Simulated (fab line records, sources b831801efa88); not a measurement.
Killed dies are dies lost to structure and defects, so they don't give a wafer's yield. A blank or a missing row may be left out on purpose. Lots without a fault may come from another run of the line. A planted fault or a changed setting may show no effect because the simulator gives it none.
Which tool did it? | flow gf180mcu | 24 lots, 72 wafers sampled, at 5 steps of a route of 602

WHAT THE GAUGES READ, wafer by wafer
GF_V5_THK_MEAS_03. Usual: V5_CVD_02_THK 1453 nm, standard deviation 19.
lot  | measured     | on            | V5_CVD_02_THK (nm) | flag
L074 | day 26 16:01 | film_metro-03 | 1444 1499 1462     |
L076 | day 26 21:35 | film_metro-01 | 1433 1456 1452     |
L075 | day 26 21:53 | film_metro-04 | 1433 1474 1477     |
L077 | day 27 16:23 | film_metro-03 | 1451 1460 1478     |
L078 | day 28 01:03 | film_metro-04 | 1463 1470 1476     |
L079 | day 28 07:33 | film_metro-04 | 1455 1467 1479     |
L081 | day 28 14:58 | film_metro-04 | 1440 1439 1479     |
L080 | day 28 19:30 | film_metro-03 | 1466 1464 1484     |
L082 | day 29 04:23 | film_metro-03 | 1438 1461 1468     |
L083 | day 29 10:32 | film_metro-04 | 1436 1447 1473     |
L084 | day 29 15:05 | film_metro-03 | 1452 1435 1457     |
L085 | day 30 01:29 | film_metro-03 | 1479 1490 1479     |
L086 | day 30 03:56 | film_metro-01 | 1429 1451 1474     |
L087 | day 30 11:25 | film_metro-01 | 1441 1463 1455     |
L088 | day 30 14:52 | film_metro-04 | 1442 1444 1444     |
L089 | day 30 23:19 | film_metro-04 | 1443 1446 1491     |
L090 | day 31 04:43 | film_metro-04 | 1454 1467 1473     |
L091 | day 31 14:55 | film_metro-03 | 1450 1458 1465     |
L092 | day 31 18:40 | film_metro-01 | 1446 1476 1464     |
L093 | day 31 19:55 | film_metro-04 | 1430 1463 1464     |
L094 | day 32 05:46 | film_metro-01 | 1428 1436 1442     |
L095 | day 32 06:59 | film_metro-03 | 1433 1418 1440     |
L096 | day 32 16:23 | film_metro-03 | 1433 1461 1449     |
L097 | day 32 20:17 | film_metro-01 | 1422 1448 1453     |

WHICH TOOL RAN EACH LOT (tool, then ch and the chambers of the sampled wafers, then the start)
lot  | GF_V4_CMP_04                  | GF_V4_SPUTTER_22             | GF_V4_CVD_23                  | GF_V5_CVD_02
L074 | cmp-02 ch 1,2,3, day 23 19:40 | pvd_sputter-04, day 24 19:37 | cvd_w-01 ch 0, day 24 19:39   | pecvd-01 ch 0,2, day 26 15:55
L076 | cmp-02 ch 1,2, day 24 01:34   | pvd_sputter-04, day 25 00:41 | cvd_w-01 ch 0,1, day 25 00:45 | pecvd-03 ch 0,1,2, day 26 21:27
L075 | cmp-02 ch 0,1,3, day 24 02:56 | pvd_sputter-01, day 25 01:40 | cvd_w-02 ch 0,1, day 25 01:43 | pecvd-04 ch 0,1,2, day 26 21:47
L077 | cmp-02 ch 0,1,3, day 24 22:46 | pvd_sputter-03, day 25 20:49 | cvd_w-02 ch 0,1, day 25 20:50 | pecvd-04 ch 0,1,2, day 27 16:16
L078 | cmp-01 ch 0,2,3, day 25 07:33 | pvd_sputter-04, day 26 05:52 | cvd_w-02 ch 1, day 26 05:56   | pecvd-03 ch 1,2, day 28 00:56
L079 | cmp-02 ch 0,1,3, day 25 15:11 | pvd_sputter-01, day 26 13:02 | cvd_w-02 ch 0,1, day 26 13:05 | pecvd-03 ch 0,2, day 28 07:26
L081 | cmp-02 ch 2,3, day 25 22:05   | pvd_sputter-01, day 26 20:44 | cvd_w-01 ch 0,1, day 26 20:46 | pecvd-01 ch 1,2, day 28 14:51
L080 | cmp-01 ch 0,1,2, day 26 03:49 | pvd_sputter-04, day 27 01:10 | cvd_w-02 ch 0,1, day 27 01:14 | pecvd-03 ch 1,2, day 28 19:22
L082 | cmp-02 ch 2,3, day 26 12:36   | pvd_sputter-04, day 27 10:16 | cvd_w-01 ch 0,1, day 27 10:19 | pecvd-01 ch 0,2, day 29 04:13
L083 | cmp-01 ch 1,2,3, day 26 19:59 | pvd_sputter-01, day 27 17:12 | cvd_w-01 ch 0,1, day 27 17:14 | pecvd-01 ch 0,2, day 29 10:22
L084 | cmp-01 ch 0,1,2, day 27 03:02 | pvd_sputter-04, day 28 00:04 | cvd_w-01 ch 0,1, day 28 00:07 | pecvd-03 ch 0,1, day 29 14:59
L085 | cmp-01 ch 1,2, day 27 12:31   | pvd_sputter-04, day 28 09:41 | cvd_w-01 ch 0,1, day 28 09:43 | pecvd-01 ch 1,2, day 30 01:22
L086 | cmp-01 ch 0,1,3, day 27 15:14 | pvd_sputter-04, day 28 11:53 | cvd_w-02 ch 0,1, day 28 11:58 | pecvd-01 ch 1,2, day 30 03:49
L087 | cmp-02 ch 0,1,3, day 27 21:32 | pvd_sputter-01, day 28 19:10 | cvd_w-01 ch 0,1, day 28 19:13 | pecvd-01 ch 0,1,2, day 30 11:18
L088 | cmp-01 ch 2,3, day 28 01:30   | pvd_sputter-01, day 28 21:49 | cvd_w-02 ch 0,1, day 28 21:53 | pecvd-01 ch 0,1, day 30 14:44
L089 | cmp-01 ch 0,1,3, day 28 10:41 | pvd_sputter-01, day 29 07:10 | cvd_w-01 ch 0,1, day 29 07:13 | pecvd-01 ch 0,1, day 30 23:13
L090 | cmp-01 ch 0,3, day 28 17:52   | pvd_sputter-01, day 29 13:55 | cvd_w-02 ch 1, day 29 13:58   | pecvd-03 ch 0,1,2, day 31 04:37
L091 | cmp-01 ch 0,1, day 29 04:38   | pvd_sputter-01, day 30 00:46 | cvd_w-02 ch 0,1, day 30 00:50 | pecvd-04 ch 1,2, day 31 14:47
L092 | cmp-01 ch 0,1,3, day 29 07:54 | pvd_sputter-03, day 30 04:01 | cvd_w-01 ch 0,1, day 30 04:05 | pecvd-04 ch 0,1,2, day 31 18:32
L093 | cmp-02 ch 0,1, day 29 09:44   | pvd_sputter-04, day 30 05:55 | cvd_w-02 ch 0,1, day 30 05:58 | pecvd-04 ch 1,2, day 31 19:47
L094 | cmp-02 ch 1,3, day 29 20:23   | pvd_sputter-03, day 30 15:44 | cvd_w-01 ch 1, day 30 15:46   | pecvd-03 ch 0,2, day 32 05:39
L095 | cmp-02 ch 0,2,3, day 29 23:04 | pvd_sputter-04, day 30 17:52 | cvd_w-01 ch 1, day 30 17:55   | pecvd-01 ch 0,1,2, day 32 06:52
L096 | cmp-01 ch 0,1, day 30 08:02   | pvd_sputter-03, day 31 03:49 | cvd_w-01 ch 0,1, day 31 03:54 | pecvd-01 ch 0,1,2, day 32 16:16
L097 | cmp-01 ch 0,1,2, day 30 13:18 | pvd_sputter-03, day 31 09:00 | cvd_w-02 ch 0,1, day 31 09:02 | pecvd-01 ch 1,2, day 32 20:11
- GF_V4_CMP_04: polishes SiO2.
- GF_V4_SPUTTER_22: material TiN, target thk 10 nm, time 40 s.
- GF_V4_CVD_23: deposits W, target thk 350 nm, time 104.9 s.
- GF_V5_CVD_02: deposits SiO2 from TEOS, target thk 1450 nm, time 163.28 s.

WHAT THE TOOLS THEMSELVES READ (means of the sampled wafers that have a number; where no wafer has one, the mark that the record gives instead)
GF_V4_CMP_04. Usual: edge_zone_pressure_frac 1.000, standard deviation 0.0046; motor_current_A 12.3 A, standard deviation 0.9; slurry_flow_ml_min 150.0, standard deviation 0.45; time_to_endpoint_s 78 s, standard deviation 5.6.
lot  | tool   | edge_zone_pressure_frac | motor_current_A (A) | slurry_flow_ml_min | time_to_endpoint_s (s) | flag
L074 | cmp-02 | 0.997                   | 12.6                | 150.3              | 82                     |
L076 | cmp-02 | 1.004                   | 13.3                | 150.1              | 78                     |
L075 | cmp-02 | 1.003                   | 13.3                | 149.9              | 87                     |
L077 | cmp-02 | 0.998                   | 12.8                | 149.6              | 83                     |
L078 | cmp-01 | 1.002                   | 12.2                | 149.9              | 75                     |
L079 | cmp-02 | 1.001                   | 12.6                | 150.2              | 89                     |
L081 | cmp-02 | 0.993                   | 12.1                | 149.8              | 76                     |
L080 | cmp-01 | 1.000                   | 11.9                | 150.2              | 79                     |
L082 | cmp-02 | 0.998                   | 12.2                | 149.6              | 75                     |
L083 | cmp-01 | 0.998                   | 12.3                | 149.9              | 78                     |
L084 | cmp-01 | 0.997                   | 12.3                | 150.2              | 83                     |
L085 | cmp-01 | 0.997                   | 12.3                | 149.7              | 77                     |
L086 | cmp-01 | 0.997                   | 11.6                | 149.9              | 83                     |
L087 | cmp-02 | 1.004                   | 13.1                | 149.9              | 75                     |
L088 | cmp-01 | 1.003                   | 12.4                | 149.8              | 77                     |
L089 | cmp-01 | 0.997                   | 11.6                | 150.0              | 72                     |
L090 | cmp-01 | 1.000                   | 11.3                | 150.2              | 71                     |
L091 | cmp-01 | 1.005                   | 11.4                | 150.3              | 79                     |
L092 | cmp-01 | 0.998                   | 11.7                | 150.0              | 76                     |
L093 | cmp-02 | 1.007                   | 13.3                | 149.5              | 75                     |
L094 | cmp-02 | 1.000                   | 13.1                | 149.9              | 75                     |
L095 | cmp-02 | 1.003                   | 12.2                | 149.7              | 79                     |
L096 | cmp-01 | 1.000                   | 11.0                | 149.5              | 75                     |
L097 | cmp-01 | 1.000                   | 12.2                | 149.9              | 74                     |

GF_V4_SPUTTER_22. Usual: throttle_valve_pct 30.2 %, standard deviation 1.2.
lot  | tool           | throttle_valve_pct (%) | flag
L074 | pvd_sputter-04 | 29.0                   |
L076 | pvd_sputter-04 | 30.4                   |
L075 | pvd_sputter-01 | 30.0                   |
L077 | pvd_sputter-03 | 30.8                   |
L078 | pvd_sputter-04 | 30.5                   |
L079 | pvd_sputter-01 | 29.7                   |
L081 | pvd_sputter-01 | 29.3                   |
L080 | pvd_sputter-04 | 29.5                   |
L082 | pvd_sputter-04 | 29.4                   |
L083 | pvd_sputter-01 | 29.8                   |
L084 | pvd_sputter-04 | 29.3                   |
L085 | pvd_sputter-04 | 30.8                   |
L086 | pvd_sputter-04 | 30.2                   |
L087 | pvd_sputter-01 | 30.0                   |
L088 | pvd_sputter-01 | 30.0                   |
L089 | pvd_sputter-01 | 29.9                   |
L090 | pvd_sputter-01 | 29.3                   |
L091 | pvd_sputter-01 | 30.0                   |
L092 | pvd_sputter-03 | 29.8                   |
L093 | pvd_sputter-04 | 31.0                   |
L094 | pvd_sputter-03 | 30.6                   |
L095 | pvd_sputter-04 | 30.9                   |
L096 | pvd_sputter-03 | 30.9                   |
L097 | pvd_sputter-03 | 30.0                   |

GF_V4_CVD_23. Usual: heater_power_w 869 W, standard deviation 98.
lot  | tool     | heater_power_w (W) | flag
L074 | cvd_w-01 | 769                |
L076 | cvd_w-01 | 946                |
L075 | cvd_w-02 | 835                |
L077 | cvd_w-02 | 828                |
L078 | cvd_w-02 | 805                |
L079 | cvd_w-02 | 841                |
L081 | cvd_w-01 | 929                |
L080 | cvd_w-02 | 849                |
L082 | cvd_w-01 | 852                |
L083 | cvd_w-01 | 924                |
L084 | cvd_w-01 | 944                |
L085 | cvd_w-01 | 924                |
L086 | cvd_w-02 | 825                |
L087 | cvd_w-01 | 938                |
L088 | cvd_w-02 | 829                |
L089 | cvd_w-01 | 926                |
L090 | cvd_w-02 | 825                |
L091 | cvd_w-02 | 850                |
L092 | cvd_w-01 | 841                |
L093 | cvd_w-02 | 846                |
L094 | cvd_w-01 | 1018               |
L095 | cvd_w-01 | 1042               |
L096 | cvd_w-01 | 863                |
L097 | cvd_w-02 | 854                |

GF_V5_CVD_02. Usual: heater_power_w 635 W, standard deviation 84; rf_fwd_power_W 597.5 W, standard deviation 1.9.
lot  | tool     | heater_power_w (W) | rf_fwd_power_W (W) | flag
L074 | pecvd-01 | 669                | 596.1              |
L076 | pecvd-03 | 602                | 598.9              |
L075 | pecvd-04 | 646                | 597.6              |
L077 | pecvd-04 | 696                | 597.5              |
L078 | pecvd-03 | 623                | 595.4              |
L079 | pecvd-03 | 604                | 599.2              |
L081 | pecvd-01 | 601                | 599.4              |
L080 | pecvd-03 | 564                | 597.1              |
L082 | pecvd-01 | 532                | 599.7              |
L083 | pecvd-01 | 589                | 598.6              |
L084 | pecvd-03 | 617                | 597.5              |
L085 | pecvd-01 | 589                | 597.4              |
L086 | pecvd-01 | 575                | 596.2              |
L087 | pecvd-01 | 641                | 598.2              |
L088 | pecvd-01 | 655                | 599.4              |
L089 | pecvd-01 | 653                | 598.0              |
L090 | pecvd-03 | 662                | 598.4              |
L091 | pecvd-04 | 674                | 596.3              |
L092 | pecvd-04 | 657                | 597.4              |
L093 | pecvd-04 | 725                | 598.2              |
L094 | pecvd-03 | 620                | 596.7              |
L095 | pecvd-01 | 593                | 596.1              |
L096 | pecvd-01 | 658                | 595.7              |
L097 | pecvd-01 | 667                | 599.2              |

THE ANSWER, worked out from the rows above alone
Rule: a lot is off if the mean of its wafers that have a number lies more than 3 standard deviations from the usual mean. A lot without any number at a reading at which 4 lots or more have one is off too. The other lots that the step has rows for count as sound. The gauges are gone through in route order, then the tools' own readings, and for those a lot's mean is taken as printed above. The first step at which some lot is off is used, and at that step the reading that is off furthest; a lot without a number counts as furthest.
No lot is off at any reading shown: from this, nothing can be told.

WHAT THE SIMULATOR HAD PUT IN
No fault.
